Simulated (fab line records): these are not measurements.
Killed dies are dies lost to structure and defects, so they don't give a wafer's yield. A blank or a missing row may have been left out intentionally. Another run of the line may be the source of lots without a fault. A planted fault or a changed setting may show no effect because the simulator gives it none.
Which tool did it? :: flow gf180mcu :: 17 wafers from 6 lots sampled at 4 of the route's 602 steps

## WHAT THE GAUGES SHOWED, per wafer
GF_M1_CD_MEAS_14: target cd 230 nm.
lot: L584
measured: day 17 16:34
on: cd_sem-02
cd_nm (nm): 229.8 229.3 229.6

lot: L587
measured: day 18 15:51
on: cd_sem-02
cd_nm (nm): 228.6 228.3 228.1

lot: L590
measured: day 19 14:13
on: cd_sem-02
cd_nm (nm): 229.6 229.7 230.0

lot: L596
measured: day 22 05:01
on: cd_sem-02
cd_nm (nm): 229.9 228.9 229.0

lot: L600
measured: day 24 06:17
on: cd_sem-02
cd_nm (nm): 229.6 216.7 229.5 216.9

lot: L602
measured: day 25 03:05
on: cd_sem-01
cd_nm (nm): 230.3 231.6 231.4

## TOOL THAT RAN EACH LOT (tool first, then ch and the chambers of the sampled wafers, then the start)
lot: L584
GF_CONTACT_CMP_04: cmp-01 ch 0,1,2, day 15 18:44
GF_CONTACT_ETCH_17: rie_diel-01 ch 0,1,3, day 17 05:26 or earlier
GF_M1_EXPOSE_11: krf_scanner-01 ch 0, day 17 05:26

lot: L587
GF_CONTACT_CMP_04: cmp-01 ch 2,3, day 16 16:14
GF_CONTACT_ETCH_17: rie_diel-01 ch 0,1,2, day 18 04:23 or earlier
GF_M1_EXPOSE_11: krf_scanner-01 ch 0, day 18 04:23

lot: L590
GF_CONTACT_CMP_04: cmp-01 ch 2,3, day 17 14:13
GF_CONTACT_ETCH_17: rie_diel-01 ch 0,2, day 19 02:47 or earlier
GF_M1_EXPOSE_11: krf_scanner-02 ch 0, day 19 02:47

lot: L596
GF_CONTACT_CMP_04: cmp-01 ch 0,1, day 20 04:29
GF_CONTACT_ETCH_17: rie_diel-03 ch 1,2,3, day 21 17:05 or earlier
GF_M1_EXPOSE_11: krf_scanner-01 ch 0, day 21 17:05

lot: L600
GF_CONTACT_CMP_04: cmp-01 ch 3, day 22 07:38
GF_CONTACT_ETCH_17: rie_diel-03 ch 1,3, day 23 19:06 or earlier
GF_M1_EXPOSE_11: krf_scanner-01 ch 0, day 23 19:06

lot: L602
GF_CONTACT_CMP_04: cmp-01 ch 0,2,3, day 23 05:20
GF_CONTACT_ETCH_17: rie_diel-04 ch 0,2,3, day 24 17:01 or earlier
GF_M1_EXPOSE_11: krf_scanner-02 ch 0, day 24 17:01
- GF_CONTACT_CMP_04: polishes SiO2.
- GF_CONTACT_ETCH_17: etches SiO2 in C4F8/O2/Ar, stops on CoSi2, target depth 860 nm.
- GF_M1_EXPOSE_11: exposes mask Metal1, target cd 230 nm.

## THE ANSWER, worked out from the rows above alone
Rule: the usual values come from the lots themselves. Put in order of their means at a reading, lots are off if they are a third of the lots or fewer, leave a main group of 4 or more, and stand apart from it by a gap of 3 or more times the standard deviation of the main group's means; of several such gaps the widest counts. Not used: any main group whose means are identical at the precision the tables above print for the reading. A lot without any number at a reading at which 4 lots or more have one is off too. All remaining lots with rows at the step are treated as sound.
Off: L600 (GF_M1_CD_MEAS_14, cd_nm). The main group: mean 229.6 nm, standard deviation 0.89.
A tool fits if, at a process step before that reading, it ran every lot that is off, and no sound lot after the first of them. Those tools and the gauges at GF_M1_CD_MEAS_14 are tried in the same way. GF_CONTACT_ETCH_17: start missing for some lots; hours and lot order therefore follow GF_M1_EXPOSE_11. Can't be told from this: 3 tools fit, rie_diel-03 at GF_CONTACT_ETCH_17, krf_scanner-01 at GF_M1_EXPOSE_11, cd_sem-02 at GF_M1_CD_MEAS_14.

## WHAT THE SIMULATOR HAD PUT IN
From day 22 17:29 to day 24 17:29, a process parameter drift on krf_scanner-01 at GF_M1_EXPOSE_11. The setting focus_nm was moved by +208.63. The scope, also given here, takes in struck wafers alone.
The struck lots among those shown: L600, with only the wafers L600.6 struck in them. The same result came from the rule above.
